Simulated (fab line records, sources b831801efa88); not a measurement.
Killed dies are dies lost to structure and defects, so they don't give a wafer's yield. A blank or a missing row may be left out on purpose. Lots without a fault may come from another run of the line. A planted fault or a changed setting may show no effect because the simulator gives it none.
A sampling plan put to the test | flow gf180mcu | one fab line, 18 faults that these records tell of, each judged on the records of the lots that it struck
The plan is the line's own looks: the steps of the route at which a gauge or an inspection reads the wafer and doesn't change it. A look can be judged if struck wafers have a number there and the file gives its usual mean and standard deviation on fault-free wafers. Caught: at a look after the fault's first step, the mean of the struck wafers lies 4 or more of those standard deviations (sigma) from the usual mean. On the tool: the same test on the tool's own readings at the fault's steps. Another recipe on the struck wafers, or a record that is blank for them alone, also counts as caught.

THE FAULTS, as the simulator had put them in
1. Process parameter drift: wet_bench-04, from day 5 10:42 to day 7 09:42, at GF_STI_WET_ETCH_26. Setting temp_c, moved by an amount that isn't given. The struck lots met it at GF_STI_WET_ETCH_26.
2. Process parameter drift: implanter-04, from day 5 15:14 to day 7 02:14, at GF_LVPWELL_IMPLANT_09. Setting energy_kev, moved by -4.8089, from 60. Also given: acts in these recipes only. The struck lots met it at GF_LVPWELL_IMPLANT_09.
3. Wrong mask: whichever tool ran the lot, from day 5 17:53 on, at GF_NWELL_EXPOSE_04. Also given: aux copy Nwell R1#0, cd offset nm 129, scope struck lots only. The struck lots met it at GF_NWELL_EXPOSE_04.
4. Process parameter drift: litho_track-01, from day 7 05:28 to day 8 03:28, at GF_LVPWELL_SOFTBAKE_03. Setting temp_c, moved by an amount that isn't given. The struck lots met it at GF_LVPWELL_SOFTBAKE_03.
5. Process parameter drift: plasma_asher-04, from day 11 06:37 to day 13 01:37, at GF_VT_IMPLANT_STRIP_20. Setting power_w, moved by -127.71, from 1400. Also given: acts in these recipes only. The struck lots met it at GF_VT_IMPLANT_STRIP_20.
6. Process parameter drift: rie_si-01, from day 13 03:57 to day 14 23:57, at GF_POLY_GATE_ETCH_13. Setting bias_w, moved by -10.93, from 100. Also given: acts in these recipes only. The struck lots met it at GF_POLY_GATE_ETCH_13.
7. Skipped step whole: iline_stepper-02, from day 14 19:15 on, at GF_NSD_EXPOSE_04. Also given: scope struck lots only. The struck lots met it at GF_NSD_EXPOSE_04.
8. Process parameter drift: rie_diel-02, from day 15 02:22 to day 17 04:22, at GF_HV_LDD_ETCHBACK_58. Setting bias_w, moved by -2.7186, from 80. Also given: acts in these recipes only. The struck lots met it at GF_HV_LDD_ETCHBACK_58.
9. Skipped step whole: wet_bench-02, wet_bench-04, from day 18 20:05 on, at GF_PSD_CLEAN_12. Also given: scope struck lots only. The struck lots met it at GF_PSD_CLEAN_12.
10. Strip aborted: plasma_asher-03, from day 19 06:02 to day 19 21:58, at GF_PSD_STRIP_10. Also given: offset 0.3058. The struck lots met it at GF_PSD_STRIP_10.
11. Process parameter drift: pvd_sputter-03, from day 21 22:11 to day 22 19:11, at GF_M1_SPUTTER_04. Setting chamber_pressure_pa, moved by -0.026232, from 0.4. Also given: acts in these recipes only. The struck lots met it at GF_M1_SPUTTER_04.
12. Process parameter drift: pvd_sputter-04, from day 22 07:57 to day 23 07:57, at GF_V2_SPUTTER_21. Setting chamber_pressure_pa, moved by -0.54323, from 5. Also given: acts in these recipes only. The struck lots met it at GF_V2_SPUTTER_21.
13. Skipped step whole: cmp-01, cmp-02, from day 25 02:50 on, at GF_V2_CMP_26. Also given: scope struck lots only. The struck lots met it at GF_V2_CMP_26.
14. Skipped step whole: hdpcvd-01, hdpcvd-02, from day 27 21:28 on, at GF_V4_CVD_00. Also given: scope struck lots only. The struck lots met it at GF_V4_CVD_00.
15. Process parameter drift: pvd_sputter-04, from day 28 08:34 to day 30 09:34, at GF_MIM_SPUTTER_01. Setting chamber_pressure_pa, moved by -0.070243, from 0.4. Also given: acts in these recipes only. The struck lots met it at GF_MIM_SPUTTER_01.
16. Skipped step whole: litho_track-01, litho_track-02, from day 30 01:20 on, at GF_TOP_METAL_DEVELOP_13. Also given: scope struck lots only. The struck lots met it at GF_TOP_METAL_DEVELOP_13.
17. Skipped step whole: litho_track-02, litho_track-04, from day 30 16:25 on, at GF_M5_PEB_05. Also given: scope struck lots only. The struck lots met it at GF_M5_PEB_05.
18. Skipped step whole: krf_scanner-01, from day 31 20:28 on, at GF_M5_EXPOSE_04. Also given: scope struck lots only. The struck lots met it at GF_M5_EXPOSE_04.

WHAT THE PLAN SAW
fault | on the tool itself                               | first look that catches it                      | reading, sigma | median hours from its first step to that look | hours from the fault's start to the first struck lot there | judged looks passed uncaught
1     | temp_c -14 sigma                                 | not the one look that can be judged after it    | -              | -                                             | -                                                          | 1
2     | beam_energy_keV -99 or beyond sigma              | not the one look that can be judged after it    | -              | -                                             | -                                                          | 1
3     | no reading that can be judged                    | none of the 2 looks that can be judged after it | -              | -                                             | -                                                          | 2
4     | plate_temp_C -7.0 sigma                          | not the one look that can be judged after it    | -              | -                                             | -                                                          | 1
5     | strip_time_to_endpoint_s +23 sigma               | not the one look that can be judged after it    | -              | -                                             | -                                                          | 1
6     | bias_w -36 sigma                                 | no look after it can be judged                  | -              | -                                             | -                                                          | 0
7     | no reading that can be judged                    | no look after it can be judged                  | -              | -                                             | -                                                          | 0
8     | bias_w -10 sigma                                 | no look after it can be judged                  | -              | -                                             | -                                                          | 0
9     | the tool's record is blank for the struck wafers | not the one look that can be judged after it    | -              | -                                             | -                                                          | 1
10    | oes_product_au +37 sigma                         | no look after it can be judged                  | -              | -                                             | -                                                          | 0
11    | chamber_pressure_pa -25 sigma                    | not the one look that can be judged after it    | -              | -                                             | -                                                          | 1
12    | chamber_pressure_pa -56 sigma                    | not the one look that can be judged after it    | -              | -                                             | -                                                          | 1
13    | the tool's record is blank for the struck wafers | no look after it can be judged                  | -              | -                                             | -                                                          | 0
14    | the tool's record is blank for the struck wafers | no look after it can be judged                  | -              | -                                             | -                                                          | 0
15    | chamber_pressure_pa -85 sigma                    | no look after it can be judged                  | -              | -                                             | -                                                          | 0
16    | the tool's record is blank for the struck wafers | no look after it can be judged                  | -              | -                                             | -                                                          | 0
17    | the tool's record is blank for the struck wafers | no look after it can be judged                  | -              | -                                             | -                                                          | 0
18    | no reading that can be judged                    | no look after it can be judged                  | -              | -                                             | -                                                          | 0
A dash: the fault isn't caught, or these records don't give the number.

Caught at a look: 0 of 18. Caught on the tool: 15 of 18. By one or the other: 15 of 18.
Caught on the tool alone: faults 1, 2, 4, 5, 6, 8, 9, 10, 11, 12, 13, 14, 15, 16, 17.
Caught by neither: faults 3, 7, 18.
